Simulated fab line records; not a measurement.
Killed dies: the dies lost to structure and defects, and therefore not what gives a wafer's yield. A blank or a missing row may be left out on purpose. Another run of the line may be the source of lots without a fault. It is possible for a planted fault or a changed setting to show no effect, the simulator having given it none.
Problem report, 8D (eight disciplines) form, completed by code + flow sky130 + the parts of the form that need people (team, actions taken, sign-off) are left out

## 1. WHAT IS WRONG
Wafers without a fault read 3000.0 rpm, standard deviation 2.1; spin speed rpm at SKY_METAL5_COAT_09 reads a mean of 3241.5 rpm on 6 wafers belonging to 2 lots. That is +99 or more standard deviations from the usual mean.
The step: resist thk 1800 nm.
First observed at day 46 02:39: wafer L993.1, on litho track-03. At this step, 36 wafers from 12 lots have a number in the record. The rule behind "out" and "out of limits": a value lying over 4 standard deviations away from the usual mean. All remaining wafers that have a number are taken as sound.

## 2. WHAT IT IS AND WHAT IT IS NOT
| question                    | is                     | is not                                                                                 |
|-----------------------------|------------------------|----------------------------------------------------------------------------------------|
| which readings at this step | spin speed rpm         | -                                                                                      |
| which lots                  | L993, L995             | L101, L104, L105, L983, L984, L986, L988, L990, L991, L994                             |
| which wafers of those lots  | all that have a number | -                                                                                      |
| read on which tools         | litho track-03         | litho track-02, litho track-04                                                         |
| when                        | from day 46 02:39      | up to then (18 sound wafers); but 12 sound wafers of L101, L104, L105, L994 came after |

## 3. SUSPECTS, AND WHAT RULES EACH OUT
Counting: a tool at a process step up to the reading stays a suspect if it ran every lot that is out and no sound lot after the first of them.
- litho track-03 at SKY_METAL5_COAT_09 (resist thk 1800 nm): ruled out as a lasting fault. Following L993 (day 46 02:39), the first lot on it that is out, the sound lots L105 were run on it.
Left after counting: nothing in the record.

## 4. THE CAUSE (what the simulator had put in)
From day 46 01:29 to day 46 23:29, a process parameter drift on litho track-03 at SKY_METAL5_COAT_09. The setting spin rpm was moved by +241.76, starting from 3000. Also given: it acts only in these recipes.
Counting ruled it out, wrongly.

## 5. THE EFFECT CHAIN, in route order
Rows list readings where the struck wafers' mean (over those with a number) sits beyond 3 standard deviations from the usual. Scope: only readings with a usual standard deviation given in the record; hours: median across lots of the time from each lot's start at the first step in this table that gives one to its start at this step; sigmas: change in usual standard deviations.
| hours | step                | reading                  | usual      | on struck wafers | change | sigmas      |
|-------|---------------------|--------------------------|------------|------------------|--------|-------------|
| 0     | SKY_METAL5_COAT_09  | spin speed rpm           | 3000.0 rpm | 3241.5           | +241.5 | +99 or more |
| 10    | SKY_METAL5_STRIP_16 | strip time to endpoint s | 13.10 s    | 12.45            | -0.65  | -5.9        |
It contains these process steps:
- SKY_METAL5_COAT_09: resist thk 1800 nm.
- SKY_METAL5_STRIP_16: strips in O2/N2.

## 6. WHAT WOULD HAVE CAUGHT IT SOONER
In this record the first reading out of limits was taken at day 46 02:39, 1 hour after the fault began at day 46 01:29.
